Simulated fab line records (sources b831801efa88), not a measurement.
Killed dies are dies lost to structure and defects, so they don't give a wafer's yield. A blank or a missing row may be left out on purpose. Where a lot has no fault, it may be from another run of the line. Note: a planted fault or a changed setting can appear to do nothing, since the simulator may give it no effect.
A struck lot beside a sound one + flow sky130 + 17 steps out of a route of 708
Sound: wafers L622.1, L622.2, L622.4. Struck: wafers L634.3, L634.6 (left out: L634.5, a lot-mate that was not struck); the cause follows at the end.
At each step with rows: each side's tool, then ch and its chambers, then its first start. Under that, the readings that differ: sound wafers + struck wafers + difference of the means + sigmas: that difference in standard deviations of wafers without a fault.
alike: words and numbers the same on both sides, and readings whose means are apart by under 2 such deviations; not compared: readings that were withheld, readings missing a value for some wafer, numbers with overlapping values and no deviation given by the record, and bounds like >300 which may hide the same value.
The two part at a step that has a row with sigmas, a row that says differs or no value, or rows on one side only. Numbers that don't overlap but have no deviation are shown without sigmas and don't part them. A reading that every wafer of one side lacks parts them only if that side has two wafers or more.

first, 9 steps without rows for these wafers: SKY_CAP2M_CLEAN_17 (cleans in O3/DIW); SKY_METAL4_DEHYDRATE_05 (time 60 s); SKY_METAL4_HMDS_06 (prime time 60 s); SKY_METAL4_COAT_07 (resist thk 60 nm); SKY_METAL4_COAT_08 (resist thk 1140 nm); SKY_METAL4_SOFTBAKE_09 (time 90 s); SKY_METAL4_EXPOSE_10 (exposes mask MM4, target cd 300 nm); SKY_METAL4_PEB_11; SKY_METAL4_DEVELOP_12 (develop time 60 s).
SKY_METAL4_CD_MEAS_13 targets a cd of 300 nm.
  sound on cd_sem-02, day 43 15:16; struck on cd_sem-02, day 46 22:09
  alike: cd_nm
SKY_METAL4_OVL_MEAS_14:
  sound on overlay-02, day 43 15:23; struck on overlay-02, day 46 22:14
  alike: METAL4_OVL
SKY_METAL4_DESCUM_15: chemistry O2, time 8 s.
  sound on rie_metal-04 ch 0,1, day 43 15:25; struck on rie_metal-01 ch 0, day 46 22:17
  alike: drypump_motor_current_A, oes_product_au
  not compared: rf_hours_counter_h
SKY_METAL4_ETCH_16: etches BARC in N2/H2, stops on SiO2, time 88.2 s, target depth 60 nm.
  sound on rie_metal-04 ch 0,1, day 43 15:26; struck on rie_metal-01 ch 0, day 46 22:20
| reading                                       | sound             | struck      | difference | sigmas |
|-----------------------------------------------|-------------------|-------------|------------|--------|
| model.KrF-thick_of_METAL4_COAT_08.thk_nm (nm) | 1076 1074 1074    | 1090 1095   | +18        |        |
| model.METAL4.cd_nm (nm)                       | 299.7 301.9 300.8 | 305.8 306.1 | +5.2       |        |
  alike: bias_w, drypump_motor_current_A, n2_flow_sccm, oes_product_au, throttle_valve_pct
  not compared: rf_hours_counter_h
SKY_METAL4_ETCH_17: etches SiO2 in C4F8/O2/Ar, stops on TiN, time 3.9 s, target depth 15 nm.
  sound on rie_diel-01 ch 1,2,3, day 43 15:32; struck on rie_diel-01 ch 0, day 46 22:24
  alike: bias_w, oes_product_au
  not compared: rf_hours_counter_h
SKY_METAL4_METAL_ETCH_18: etches the open film in Cl2/BCl3, stops on SiO2, target depth 845 nm, time 183.1 s.
  sound on rie_metal-01 ch 0,1, day 43 15:34; struck on rie_metal-03 ch 0, day 46 22:29
| reading                                       | sound             | struck      | difference | sigmas |
|-----------------------------------------------|-------------------|-------------|------------|--------|
| model.KrF-thick_of_METAL4_COAT_08.thk_nm (nm) | 523.7 534.1 529.6 | 534.8 542.1 | +9.3       |        |
  alike: bias_w, drypump_motor_current_A, oes_product_au, throttle_valve_pct
  not compared: rf_hours_counter_h, model.METAL4.cd_nm
SKY_METAL4_STRIP_19: strips in O2/N2.
  sound on plasma_asher-01 ch 0,1, day 43 15:44; struck on plasma_asher-01 ch 1, day 46 22:38
  alike: drypump_motor_current_A, n2_flow_sccm, oes_product_au, strip_time_to_endpoint_s
  not compared: rf_hours_counter_h
-- the record jumps here: 3 days lie between the struck wafers' starts before and after (it left off in module METAL4 and takes up again in module PAD_OPEN, whose first step shown is number 708 of the route) --
SKY_PAD_OPEN_PROBE_99:
  only the struck wafers here have rows in the record (prober-01, day 50 08:50); the sound ones have none

## WHERE THEY PART
Within this record, at SKY_PAD_OPEN_PROBE_99 only.

WHY: what the simulator had put in
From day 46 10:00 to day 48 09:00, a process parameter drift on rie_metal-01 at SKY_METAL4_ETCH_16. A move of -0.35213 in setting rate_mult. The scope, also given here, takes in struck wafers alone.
